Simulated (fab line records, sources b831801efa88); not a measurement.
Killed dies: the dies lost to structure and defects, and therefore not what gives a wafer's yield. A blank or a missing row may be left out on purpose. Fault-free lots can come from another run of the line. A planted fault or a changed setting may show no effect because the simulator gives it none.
Comparing a struck lot with a sound one ; flow gf180mcu ; 43 out of 602 route steps
Sound: wafers L449.4, L449.5, L449.6. Struck: wafer L457.6 (left out: L457.2, L457.3 of the same lot, which were not struck); the cause appears at the end.
At each step with rows: each side's tool, then ch and its chambers, then its first start. Under that, the readings that differ: sound wafers ; struck wafers ; difference of the means ; sigmas: that difference in standard deviations of wafers without a fault.
alike: same words and numbers on both sides, and readings whose means sit less than 2 such deviations apart. not compared: any withheld reading, any reading some wafer has no value for, any bound like >300 that may hide the same value, and any number with overlapping values for which the record gives no deviation.
The two part at a step that has a row with sigmas, a row that says differs or no value, or rows on one side only. Non-overlapping numbers with no deviation appear without sigmas and do not part them. Lack of a reading on every wafer of one side parts them only where that side has two or more wafers.

first, 9 steps without rows for these wafers: GF_MIM_STRIP_21 (strips in post etch residue remover, time 1200 s); GF_MIM_CLEAN_22 (cleans in DIW); GF_M5_DEHYDRATE_00 (time 60 s); GF_M5_HMDS_01 (prime time 60 s); GF_M5_COAT_02 (resist thk 1000 nm); GF_M5_SOFTBAKE_03 (time 60 s); GF_M5_EXPOSE_04 (exposes mask Metal5, target cd 280 nm); GF_M5_PEB_05 (peb time 90 s); GF_M5_DEVELOP_06 (develop time 60 s).
GF_M5_CD_MEAS_07 targets a cd of 280 nm.
  sound on cd-sem-01, day 27 18:51; struck on cd-sem-02, day 30 01:05
  alike: cd-nm
GF_M5_OVL_MEAS_08:
  sound on overlay-01, day 27 18:55; struck on overlay-02, day 30 01:11
  alike: M5_OVL
then, 1 step without rows for these wafers: GF_M5_ETCH_09 (etches Si3N4 in CF4/O2, target depth 52 nm, time 11.6 s).
GF_M5_METAL_ETCH_10: etches the open film in Cl2/BCl3, stops on SiO2, target depth 627.5 nm, time 104.6 s.
  sound on rie-metal-02 ch 0,1, day 27 19:00; struck on rie-metal-03 ch 0, day 30 01:14
  alike: drypump-motor-current-A, oes-product-au, throttle-valve-pct
  not compared: rf-hours-counter-h
then, 4 steps without rows for these wafers: GF_M5_STRIP_11 (strips in O2/N2); GF_M5_STRIP_12 (strips in post etch residue remover, time 1200 s); GF_M5_CLEAN_13 (cleans in DIW); GF_V5_CVD_00 (deposits SiO2, target thk 300 nm, time 50 s).
GF_V5_THK_MEAS_01:
  sound on film-metro-01, day 27 19:41; struck on film-metro-01, day 30 01:58
  alike: V5_CVD_00_THK
GF_V5_CVD_02: deposits SiO2 from TEOS, target thk 1450 nm, time 163.28 s.
  sound on pecvd-03 ch 0,1,2, day 27 19:46; struck on pecvd-01 ch 0, day 30 02:01
  alike: heater-power-w
GF_V5_THK_MEAS_03:
  sound on film-metro-01, day 27 19:51; struck on film-metro-01, day 30 02:08
  alike: V5_CVD_02_THK
then, 1 step without rows for these wafers: GF_V5_CMP_04 (polishes SiO2).
GF_V5_BOW_MEAS_05:
  sound on film-metro-02, day 27 20:24; struck on film-metro-04, day 30 02:43
  alike: V5_BOW
then, 8 steps without rows for these wafers: GF_V5_DEHYDRATE_06 (time 60 s); GF_V5_HMDS_07 (prime time 60 s); GF_V5_COAT_08; GF_V5_COAT_09 (resist thk 1000 nm); GF_V5_SOFTBAKE_10 (time 60 s); GF_V5_EXPOSE_11 (exposes mask Via5, target cd 260 nm); GF_V5_PEB_12 (peb time 90 s); GF_V5_DEVELOP_13 (develop time 60 s).
GF_V5_CD_MEAS_14 targets a cd of 260 nm.
  sound on cd-sem-01, day 28 15:31; struck on cd-sem-01, day 30 21:34
  alike: cd-nm
GF_V5_OVL_MEAS_15:
  sound on overlay-01, day 28 15:36; struck on overlay-01, day 30 21:40
reading;sound;struck;difference;sigmas
V5_OVL (nm);8 6 14;-10;-19;-4
GF_V5_ETCH_16: etches BARC in N2/H2.
  sound on rie-diel-01 ch 0,3, day 28 15:37; struck on rie-diel-03 ch 2, day 30 21:41
reading;sound;struck;difference;sigmas
throttle-valve-pct (%);13.215 13.216 13.229;13.249;+0.029;+3
  alike: drypump-motor-current-A, n2-flow-sccm, oes-product-au
GF_V5_ETCH_17: etches SiO2 in C4F8/O2/Ar, stops on TiN, target depth 855 nm.
  sound on rie-diel-01 ch 0,3; struck on rie-diel-03 ch 2
  alike: oes-product-au
GF_V5_STRIP_18: strips in O2/N2.
  sound on plasma-asher-01 ch 0,1, day 28 15:48; struck on plasma-asher-03 ch 1, day 30 21:50
  alike: drypump-motor-current-A, heater-power-w, n2-flow-sccm, oes-product-au
  not compared: rf-hours-counter-h
then, 4 steps without rows for these wafers: GF_V5_STRIP_19 (strips in post etch residue remover, time 1200 s); GF_V5_CLEAN_20 (cleans in DIW); GF_V5_SPUTTER_21 (material Ti, target thk 15 nm, time 80.02 s); GF_V5_SPUTTER_22 (material TiN, target thk 10 nm, time 40 s).
GF_V5_CVD_23: deposits W, target thk 350 nm, time 104.9 s.
  sound on cvd-w-02 ch 0,1, day 28 16:28; struck on cvd-w-02 ch 1, day 30 22:29
reading;sound;struck;difference;sigmas
chamber-pressure-Torr (Torr);40.12 40.14 39.98;39.87;-0.21;-2
  alike: heater-power-w
GF_V5_RS_MEAS_24: measures by four-point-probe.
  sound on film-metro-01, day 28 16:35; struck on film-metro-02, day 30 22:37
  alike: V5_W_RS
GF_V5_THK_MEAS_25: measures by xrf.
  sound on film-metro-01, day 28 16:41; struck on film-metro-02, day 30 22:43
  alike: V5_W_THK
GF_PASSIVATION_PROBE_99:
  rows exist in the record for the struck wafers here (prober-02, day 32 13:10), but not for the sound ones

== WHERE THEY PART ==
First at GF_V5_OVL_MEAS_15; last, within this record, at GF_PASSIVATION_PROBE_99.

WHY: what had been put in by the simulator
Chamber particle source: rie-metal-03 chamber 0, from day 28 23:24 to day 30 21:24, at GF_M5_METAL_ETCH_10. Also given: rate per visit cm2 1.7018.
